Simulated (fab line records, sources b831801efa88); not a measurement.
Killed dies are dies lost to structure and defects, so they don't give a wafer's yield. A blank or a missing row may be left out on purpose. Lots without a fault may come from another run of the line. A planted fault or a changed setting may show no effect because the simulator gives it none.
Which tool did it? | flow gf180mcu | 14 lots, 42 wafers sampled, at 2 steps of a route of 602

WHAT THE GAUGES READ, wafer by wafer
GF_TOP_METAL_CD_MEAS_14: target cd 440 nm. Usual: cd_nm 440.5 nm, standard deviation 2.1.
lot  | measured     | on        | cd_nm (nm)        | flag
L538 | day 28 02:19 | cd_sem-02 | 439.8 439.0 440.3 |
L539 | day 28 05:40 | cd_sem-01 | 440.1 440.4 439.8 |
L542 | day 29 12:47 | cd_sem-02 | 441.2 439.8 439.9 |
L543 | day 29 19:25 | cd_sem-01 | 440.6 441.7 441.7 |
L544 | day 29 23:55 | cd_sem-01 | 445.2 444.4 443.2 |
L545 | day 30 09:30 | cd_sem-02 | 438.1 439.3 439.3 |
L547 | day 30 16:25 | cd_sem-01 | 438.3 439.2 436.9 |
L548 | day 31 02:03 | cd_sem-01 | 438.8 439.2 440.6 |
L549 | day 31 14:51 | cd_sem-01 | 440.2 442.9 442.5 |
L550 | day 31 20:00 | cd_sem-01 | 439.9 440.8 442.0 |
L551 | day 31 22:05 | cd_sem-02 | 439.7 439.4 440.2 |
L559 | day 33 19:09 | cd_sem-02 | 439.3 438.7 441.9 |
L560 | day 33 19:49 | cd_sem-02 | 439.5 438.7 440.1 |
L561 | day 34 05:18 | cd_sem-01 | 439.5 440.7 437.6 |

WHICH TOOL RAN EACH LOT (tool, then ch and the chambers of the sampled wafers, then the start)
lot  | GF_V5_CVD_02
L538 | pecvd-01 ch 0,2, day 26 07:47
L539 | pecvd-01 ch 0,1,2, day 26 10:56
L542 | pecvd-03 ch 0,1,2, day 27 18:53
L543 | pecvd-03 ch 1,2, day 28 02:47
L544 | pecvd-03 ch 0,1,2, day 28 08:50
L545 | pecvd-04 ch 0,2, day 28 17:21
L547 | pecvd-03 ch 1,2, day 29 01:10
L548 | pecvd-03 ch 1,2, day 29 11:05
L549 | pecvd-04 ch 0,1,2, day 30 00:16
L550 | pecvd-04 ch 0,1, day 30 06:40
L551 | pecvd-04 ch 0,1,2, day 30 09:16
L559 | pecvd-01 ch 0,1,2, day 32 09:16
L560 | pecvd-01 ch 0,2, day 32 10:29
L561 | pecvd-03 ch 0,1, day 32 19:40
- GF_V5_CVD_02: deposits SiO2 from TEOS, target thk 1450 nm, time 163.28 s.

WHAT THE TOOLS THEMSELVES READ (means of the sampled wafers that have a number; where no wafer has one, the mark that the record gives instead)
GF_V5_CVD_02. Usual: heater_power_w 685 W, standard deviation 110.
lot  | tool     | heater_power_w (W) | flag
L538 | pecvd-01 | 578                |
L539 | pecvd-01 | 540                |
L542 | pecvd-03 | 757                |
L543 | pecvd-03 | 749                |
L544 | pecvd-03 | 710                |
L545 | pecvd-04 | 637                |
L547 | pecvd-03 | 699                |
L548 | pecvd-03 | 759                |
L549 | pecvd-04 | 613                |
L550 | pecvd-04 | 595                |
L551 | pecvd-04 | 684                |
L559 | pecvd-01 | 647                |
L560 | pecvd-01 | 594                |
L561 | pecvd-03 | 710                |

THE ANSWER, worked out from the rows above alone
Rule: a lot is off if the mean of its wafers that have a number lies more than 3 standard deviations from the usual mean. A lot without any number at a reading at which 4 lots or more have one is off too. The other lots that the step has rows for count as sound. The gauges are gone through in route order, then the tools' own readings, and for those a lot's mean is taken as printed above. The first step at which some lot is off is used, and at that step the reading that is off furthest; a lot without a number counts as furthest.
No lot is off at any reading shown: from this, nothing can be told.

WHAT THE SIMULATOR HAD PUT IN
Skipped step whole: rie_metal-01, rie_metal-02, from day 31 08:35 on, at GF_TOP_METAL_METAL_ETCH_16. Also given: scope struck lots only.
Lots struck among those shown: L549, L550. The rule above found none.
